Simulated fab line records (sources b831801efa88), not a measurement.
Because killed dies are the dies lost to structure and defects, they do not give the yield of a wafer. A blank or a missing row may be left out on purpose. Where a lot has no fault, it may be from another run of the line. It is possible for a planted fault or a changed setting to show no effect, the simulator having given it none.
Struck lot and sound lot, side by side	flow sky130	15 steps out of a route of 708
Sound: the wafers L600.4, L600.5, L600.6. Struck: wafer L594.5 (left out: L594.3, L594.6 of the same lot, which were not struck); the cause appears at the end.
For every step that has rows: the tool of each side, followed by ch and its chambers, followed by its first start. Under that, the readings that differ: sound wafers	struck wafers	difference of the means	sigmas: that difference in standard deviations of wafers without a fault.
alike: words and numbers the same on both sides, and readings whose means are apart by under 2 such deviations; not compared: readings that were withheld, readings missing a value for some wafer, numbers with overlapping values and no deviation given by the record, and bounds like >300 which may hide the same value.
The two part at a step that has a row with sigmas, a row that says differs or no value, or rows on one side only. Numbers that don't overlap but have no deviation are shown without sigmas and don't part them. A reading that every wafer of one side lacks parts them only if that side has two wafers or more.

first, 3 steps without rows for these wafers: SKY_RES_PROTECT_PEB_05; SKY_RES_PROTECT_DEVELOP_06 (develop time 60 s); SKY_POLY_GATE_IMPLANT_02.
SKY_RES_PROTECT_STRIP_07: strips in O2/N2.
  sound on plasma asher-03 ch 0,1, day 23 05:49; struck on plasma asher-04 ch 0, day 20 18:16
  alike: drypump motor current A, oes product au, strip time to endpoint s
  not compared: rf hours counter h
SKY_RES_PROTECT_TW_MEAS_08:
  struck on film metro-01, day 20 18:21; sound on film metro-01, day 23 05:55
  alike: POLY_GATE_TW
then, 2 steps without rows for these wafers: SKY_RES_PROTECT_CLEAN_09 (cleans in SC1/SC2, time 150 s); SKY_POLY_GATE_CVD_03 (deposits Si3N4 from DCS/NH3, target thk 75 nm, time 1290 s).
SKY_POLY_GATE_THK_MEAS_04:
  struck on film metro-01, day 20 19:49; sound on film metro-04, day 23 07:23
  alike: POLY_GATE_CVD_03_THK
then, 4 steps without rows for these wafers: SKY_POLY_GATE_DEHYDRATE_05 (time 60 s); SKY_POLY_GATE_HMDS_06 (prime time 60 s); SKY_POLY_GATE_COAT_07 (resist thk 110 nm); SKY_POLY_GATE_COAT_08 (resist thk 450 nm).
SKY_POLY_GATE_SOFTBAKE_09: time 90 s.
  sound on litho track-02 ch 0, day 23 22:00; struck on litho track-04 ch 0, day 21 10:00
reading	sound	struck	difference	sigmas
run length s (s)	119.0 118.8 118.9	123.3	+4.4	+14
then, 1 step without rows for these wafers: SKY_POLY_GATE_EXPOSE_10 (exposes mask P1M, target cd 150 nm).
-- here the record skips 28 days between the struck wafers' starts before and after, leaving off in module POLY_GATE and picking up in module PAD_OPEN (first step shown: number 708 of the route) --
SKY_PAD_OPEN_PROBE_99:
  the record has rows for the struck wafers here (prober-01, day 49 19:22) and none for the sound ones

== WHERE THEY PART ==
Last at SKY_PAD_OPEN_PROBE_99 as far as this record goes, first at SKY_POLY_GATE_SOFTBAKE_09.

WHY: what the simulator had put in
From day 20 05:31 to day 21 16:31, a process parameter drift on litho track-04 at SKY_POLY_GATE_SOFTBAKE_09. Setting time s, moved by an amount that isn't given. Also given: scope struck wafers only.
